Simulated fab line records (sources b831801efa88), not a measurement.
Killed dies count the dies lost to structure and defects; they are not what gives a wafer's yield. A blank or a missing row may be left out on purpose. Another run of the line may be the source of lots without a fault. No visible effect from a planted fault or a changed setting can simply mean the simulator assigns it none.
Which tool was responsible?	flow gf180mcu	14 lots, 42 wafers sampled, at 5 steps of a route of 602

== WHAT THE GAUGES SHOWED, per wafer ==
GF_HV_LDD_TW_MEAS_23.
lot	measured	on	HV_LDD_2_TW
L449	day 11 06:10	film-metro-02	1078 1068 1074
L450	day 11 16:43	film-metro-02	1065 1063 1065
L453	day 12 17:31	film-metro-03	1047 1051 1045
L454	day 12 22:36	film-metro-01	1068 1059 1068
L455	day 13 02:54	film-metro-03	1050 1042 1048
L456	day 13 08:20	film-metro-02	1065 1067 1071
L457	day 13 20:03	film-metro-02	1068 1065 1068
L458	day 14 00:59	film-metro-01	1066 1064 1065
L461	day 14 20:11	film-metro-03	1053 1054 1046
L465	day 16 06:54	film-metro-03	1042 1044 1052
L468	day 17 06:04	film-metro-02	1059 1063 1061
L469	day 17 12:07	film-metro-01	1059 1059 1056
L470	day 17 21:49	film-metro-02	1063 1064 1067
L471	day 18 06:52	film-metro-03	1049 1045 1049

GF_PSD_RS_MEAS_14: measurement is done with a four-point probe.
lot	measured	on	NSD_RS (ohm/sq)
L449	day 14 18:13	film-metro-03	46.48 46.51 46.53
L450	day 15 05:20	film-metro-03	46.65 46.70 46.61
L453	day 16 10:18	film-metro-04	46.61 46.62 46.58
L454	day 16 16:00	film-metro-04	46.65 46.46 46.60
L455	day 16 20:04	film-metro-03	46.63 46.49 46.50
L456	day 17 02:47	film-metro-03	46.44 46.45 46.44
L457	day 17 17:37	film-metro-03	46.60 46.65 46.64
L458	day 17 21:53	film-metro-04	46.61 46.58 46.72
L461	day 18 20:49	film-metro-01	46.72 46.67 46.63
L465	day 20 10:58	film-metro-01	46.80 46.67 46.68
L468	day 21 10:43	film-metro-03	46.73 46.60 46.62
L469	day 21 17:25	film-metro-03	46.51 46.58 46.59
L470	day 22 03:11	film-metro-03	46.65 46.64 46.54
L471	day 22 12:01	film-metro-04	46.58 46.65 46.62

GF_PSD_RS_MEAS_15: measurement is done with a four-point probe.
lot	measured	on	PSD_RS (ohm/sq)
L449	day 14 18:20	film-metro-03	108.89 108.85 109.00
L450	day 15 05:28	film-metro-03	109.06 108.83 108.92
L453	day 16 10:25	film-metro-04	108.75 108.34 108.47
L454	day 16 16:07	film-metro-04	108.77 108.43 108.28
L455	day 16 20:11	film-metro-03	108.65 108.44 108.87
L456	day 17 02:54	film-metro-03	108.40 108.18 107.92
L457	day 17 17:44	film-metro-03	108.97 108.95 108.91
L458	day 17 22:01	film-metro-04	108.70 108.59 108.91
L461	day 18 20:56	film-metro-01	108.53 108.48 108.70
L465	day 20 11:05	film-metro-01	107.95 108.03 108.14
L468	day 21 10:50	film-metro-03	107.75 107.72 107.81
L469	day 21 17:32	film-metro-03	108.26 108.86 108.67
L470	day 22 03:19	film-metro-03	108.26 108.71 108.28
L471	day 22 12:08	film-metro-04	109.02 108.79 108.55

GF_SAB_OVL_MEAS_10.
lot	measured	on	SAB_OVL (nm)
L449	day 15 15:59	overlay-01	-1.2 -3.0 0.3
L450	day 16 03:25	overlay-02	-1.6 -3.6 -2.7
L453	day 17 09:50	overlay-01	1.5 1.1 1.9
L454	day 17 14:50	overlay-01	0.6 0.5 -1.7
L455	day 17 20:37	overlay-01	-1.8 -1.5 -1.7
L456	day 18 02:33	overlay-01	3.7 4.9 4.0
L457	day 18 17:19	overlay-01	0.9 0.8 2.3
L458	day 18 21:41	overlay-01	-1.3 -0.1 -1.9
L461	day 19 21:25	overlay-01	2.0 1.7 1.4
L465	day 21 11:14	overlay-02	-2.0 -3.0 -1.7
L468	day 22 10:25	overlay-01	0.1 1.3 0.1
L469	day 22 17:32	overlay-01	-0.7 -0.9 0.4
L470	day 23 02:37	overlay-02	-0.1 0.0 -0.9
L471	day 23 10:52	overlay-02	1.2 0.6 -0.3

== WHAT TOOL EACH LOT RAN ON (gives the tool, then ch and the chambers of the sampled wafers, and finally the start) ==
lot	GF_PSD_IMPLANT_09
L449	implanter-01 ch 0, day 14 17:46
L450	implanter-03 ch 0, day 15 04:54
L453	implanter-02 ch 0, day 16 09:52
L454	implanter-01 ch 0, day 16 15:34
L455	implanter-01 ch 0, day 16 19:38
L456	implanter-03 ch 0, day 17 02:21
L457	implanter-02 ch 0, day 17 17:11
L458	implanter-03 ch 0, day 17 21:28
L461	implanter-02 ch 0, day 18 20:22
L465	implanter-03 ch 0, day 20 10:32
L468	implanter-03 ch 0, day 21 10:13
L469	implanter-02 ch 0, day 21 16:58
L470	implanter-02 ch 0, day 22 02:44
L471	implanter-01 ch 0, day 22 11:35
- GF_PSD_IMPLANT_09

== WHAT THE TOOLS THEMSELVES READ (means of the sampled wafers that have a number; where no wafer has one, the mark that the record gives instead) ==
GF_PSD_IMPLANT_09.
lot	tool	beam-energy-keV
L449	implanter-01	40.005
L450	implanter-03	40.001
L453	implanter-02	40.009
L454	implanter-01	39.987
L455	implanter-01	39.999
L456	implanter-03	39.998
L457	implanter-02	39.980
L458	implanter-03	40.010
L461	implanter-02	40.009
L465	implanter-03	40.659
L468	implanter-03	40.671
L469	implanter-02	40.011
L470	implanter-02	40.016
L471	implanter-01	39.997

== THE ANSWER, worked out from the rows above alone ==
Rule: the usual values come from the lots themselves. The widest of any qualifying gaps counts: lots, ordered by their means at a reading, are off when they make up no more than a third of the lots, leave a main group of 4 or more, and stand apart from it by 3 or more times the standard deviation of that group's means. A main group whose means are all the same, to the digits that the tables above print for the reading, isn't used. Also off: a lot with no number at a reading for which 4 or more lots have one. The other lots that the step has rows for count as sound. The gauges are gone through in route order, then the tools' own readings, and for those a lot's mean is taken as printed above. The first step at which some lot is off is used, and at that step the reading that is off furthest; a lot without a number counts as furthest.
Off: L465, L468 (GF_PSD_IMPLANT_09, beam-energy-keV). The main group: mean 40.002, standard deviation 0.01.
If a tool, at that step or one of the process steps before it, ran each lot that is off and ran no sound lot following the first of them, it fits. One candidate fits, namely implanter-03 at GF_PSD_IMPLANT_09. Its last sound lot is L458 (day 17 21:28), its first lot that is off L465 (day 20 10:32): a fault that began between those two fits.
The tool's own readings at GF_PSD_IMPLANT_09 bear it out: on the lots that are off they differ by more than 5 times the standard deviation of the sound lots' means. beam-energy-keV reads 40.665 there against 40.002 on the sound lots.

== WHAT THE SIMULATOR PUT IN ==
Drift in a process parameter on implanter-03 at GF_PSD_IMPLANT_09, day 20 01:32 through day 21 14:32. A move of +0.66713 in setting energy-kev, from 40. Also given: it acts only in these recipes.
Lots struck among those shown: L465, L468. The rule above found the same.
